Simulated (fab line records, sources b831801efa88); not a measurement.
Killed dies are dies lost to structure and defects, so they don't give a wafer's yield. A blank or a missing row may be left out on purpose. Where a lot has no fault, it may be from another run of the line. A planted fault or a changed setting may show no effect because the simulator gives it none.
Lot-split experiment || flow sky130 || route with 708 steps; 5 lots, 23 wafers read

ABOUT THE SPLIT
At SKY_LDD_HVP_IMPLANT_08, the setting doseCm2 was moved away from the recipe's 1.7e+13 on 8 of the 23 wafers read, by -6.9% to +3.8%. This setting was run at the recipe's value on the other wafers.

FROM THE SPLIT ON TO THE READING: in between, the file shows 1 step
- SKY_LDD_HVP_STRIP_09: strips in O2/N2

THE READING
LDD_HVP_TW, at SKY_LDD_HVP_TW_MEAS_10. A value of 455.2 with a standard deviation of 2.6 is what fault-free wafers of this fab line usually give.

{"wafer": "L074.1", "tool, chamber at the split": "implanter-04, 0", "doseCm2 as run": 1.764e+13, "against the recipe": "+3.8%", "LDD_HVP_TW": 457.6, "against lot-mates on the recipe": "+1.2"}
{"wafer": "L074.2", "tool, chamber at the split": "implanter-04, 0", "doseCm2 as run": 1.764e+13, "against the recipe": "+3.8%", "LDD_HVP_TW": 463.2, "against lot-mates on the recipe": "+6.8"}
{"wafer": "L074.3", "tool, chamber at the split": "implanter-04, 0", "doseCm2 as run": 1.7e+13, "against the recipe": "recipe", "LDD_HVP_TW": 455.5, "against lot-mates on the recipe": "-"}
{"wafer": "L074.4", "tool, chamber at the split": "implanter-04, 0", "doseCm2 as run": 1.7e+13, "against the recipe": "recipe", "LDD_HVP_TW": 457.3, "against lot-mates on the recipe": "-"}
{"wafer": "L074.6", "tool, chamber at the split": "implanter-04, 0", "doseCm2 as run": 1.764e+13, "against the recipe": "+3.8%", "LDD_HVP_TW": 460.2, "against lot-mates on the recipe": "+3.8"}
{"wafer": "L077.1", "tool, chamber at the split": "implanter-03, 0", "doseCm2 as run": 1.7e+13, "against the recipe": "recipe", "LDD_HVP_TW": 456.8, "against lot-mates on the recipe": "-"}
{"wafer": "L077.2", "tool, chamber at the split": "implanter-03, 0", "doseCm2 as run": 1.7e+13, "against the recipe": "recipe", "LDD_HVP_TW": 457.4, "against lot-mates on the recipe": "-"}
{"wafer": "L077.4", "tool, chamber at the split": "implanter-03, 0", "doseCm2 as run": 1.582e+13, "against the recipe": "-6.9%", "LDD_HVP_TW": 448.2, "against lot-mates on the recipe": -8.6}
{"wafer": "L077.5", "tool, chamber at the split": "implanter-03, 0", "doseCm2 as run": 1.7e+13, "against the recipe": "recipe", "LDD_HVP_TW": 456.1, "against lot-mates on the recipe": "-"}
{"wafer": "L077.6", "tool, chamber at the split": "implanter-03, 0", "doseCm2 as run": 1.582e+13, "against the recipe": "-6.9%", "LDD_HVP_TW": 446.9, "against lot-mates on the recipe": -9.9}
{"wafer": "L081.1", "tool, chamber at the split": "implanter-03, 0", "doseCm2 as run": 1.7e+13, "against the recipe": "recipe", "LDD_HVP_TW": 454.5, "against lot-mates on the recipe": "-"}
{"wafer": "L081.2", "tool, chamber at the split": "implanter-03, 0", "doseCm2 as run": 1.7e+13, "against the recipe": "recipe", "LDD_HVP_TW": 456.1, "against lot-mates on the recipe": "-"}
{"wafer": "L081.3", "tool, chamber at the split": "implanter-03, 0", "doseCm2 as run": 1.7e+13, "against the recipe": "recipe", "LDD_HVP_TW": 454.0, "against lot-mates on the recipe": "-"}
{"wafer": "L081.4", "tool, chamber at the split": "implanter-03, 0", "doseCm2 as run": 1.7e+13, "against the recipe": "recipe", "LDD_HVP_TW": 455.4, "against lot-mates on the recipe": "-"}
{"wafer": "L081.5", "tool, chamber at the split": "implanter-03, 0", "doseCm2 as run": 1.7e+13, "against the recipe": "recipe", "LDD_HVP_TW": 457.0, "against lot-mates on the recipe": "-"}
{"wafer": "L084.2", "tool, chamber at the split": "implanter-04, 0", "doseCm2 as run": 1.7e+13, "against the recipe": "recipe", "LDD_HVP_TW": 461.4, "against lot-mates on the recipe": "-"}
{"wafer": "L084.3", "tool, chamber at the split": "implanter-04, 0", "doseCm2 as run": 1.756e+13, "against the recipe": "+3.3%", "LDD_HVP_TW": 463.8, "against lot-mates on the recipe": "+5.2"}
{"wafer": "L084.4", "tool, chamber at the split": "implanter-04, 0", "doseCm2 as run": 1.756e+13, "against the recipe": "+3.3%", "LDD_HVP_TW": 464.3, "against lot-mates on the recipe": "+5.7"}
{"wafer": "L084.5", "tool, chamber at the split": "implanter-04, 0", "doseCm2 as run": 1.7e+13, "against the recipe": "recipe", "LDD_HVP_TW": 455.8, "against lot-mates on the recipe": "-"}
{"wafer": "L084.6", "tool, chamber at the split": "implanter-04, 0", "doseCm2 as run": 1.756e+13, "against the recipe": "+3.3%", "LDD_HVP_TW": 465.8, "against lot-mates on the recipe": "+7.2"}
{"wafer": "L085.1", "tool, chamber at the split": "implanter-03, 0", "doseCm2 as run": 1.7e+13, "against the recipe": "recipe", "LDD_HVP_TW": 453.7, "against lot-mates on the recipe": "-"}
{"wafer": "L085.3", "tool, chamber at the split": "implanter-03, 0", "doseCm2 as run": 1.7e+13, "against the recipe": "recipe", "LDD_HVP_TW": 454.9, "against lot-mates on the recipe": "-"}
{"wafer": "L085.6", "tool, chamber at the split": "implanter-03, 0", "doseCm2 as run": 1.7e+13, "against the recipe": "recipe", "LDD_HVP_TW": 454.4, "against lot-mates on the recipe": "-"}

THE FIT
A straight line over all 23 wafers: LDD_HVP_TW changes by +1.45 for each +1% of doseCm2; r = +0.87; the points scatter about the line by 2.4.
The same after taking each lot's own level away (the mean of its wafers on the recipe; 23 wafers): +1.35 for each +1%; r = +0.92; scatter 1.6.
On that fit, the largest move of doseCm2 shifts the reading by 9.4.
Measured against the standard deviation above, the lots' own levels, which go from 454.33 to 458.60, span 1.6 times it.
So the lot-to-lot level changes the slope little: the two slopes agree.
Check: for one of the wafers moved furthest among these (-6.9%), held out of the fit, the line's prediction against its lot-mates is -9.71. It came out at -8.57 against them.

FURTHER SPLITS ON THESE WAFERS
Other splits were also applied to these wafers ahead of the reading. Each is held against what the fit with the lots' levels taken away leaves over:
{"other split on the same wafers": "SKY_SONOS_ONO_OXIDATION_00 oxTimeS", "wafers away from the commonest value": 15, "r with LDD_HVP_TW (lot level and that fit taken away)": -0.14}
{"other split on the same wafers": "SKY_SONOS_ONO_COAT_08 resistThkNm", "wafers away from the commonest value": 4, "r with LDD_HVP_TW (lot level and that fit taken away)": -0.25}
{"other split on the same wafers": "SKY_SONOS_ONO_ETCH_15 sourceW", "wafers away from the commonest value": 4, "r with LDD_HVP_TW (lot level and that fit taken away)": -0.07}
{"other split on the same wafers": "SKY_POLY_GATE_IMPLANT_02 energyKev", "wafers away from the commonest value": 7, "r with LDD_HVP_TW (lot level and that fit taken away)": "+0.02"}
{"other split on the same wafers": "SKY_LDD_N_COAT_02 resistThkNm", "wafers away from the commonest value": 4, "r with LDD_HVP_TW (lot level and that fit taken away)": "+0.50"}
{"other split on the same wafers": "SKY_LDD_P_DEVELOP_06 devTempC", "wafers away from the commonest value": 10, "r with LDD_HVP_TW (lot level and that fit taken away)": "+0.29"}
{"other split on the same wafers": "SKY_LDD_P_IMPLANT_09 doseCm2", "wafers away from the commonest value": 4, "r with LDD_HVP_TW (lot level and that fit taken away)": "+0.19"}

THE FILE'S OWN FIT
LDD_HVP_TW changes by +1.35 for each +1% of doseCm2, r = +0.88.
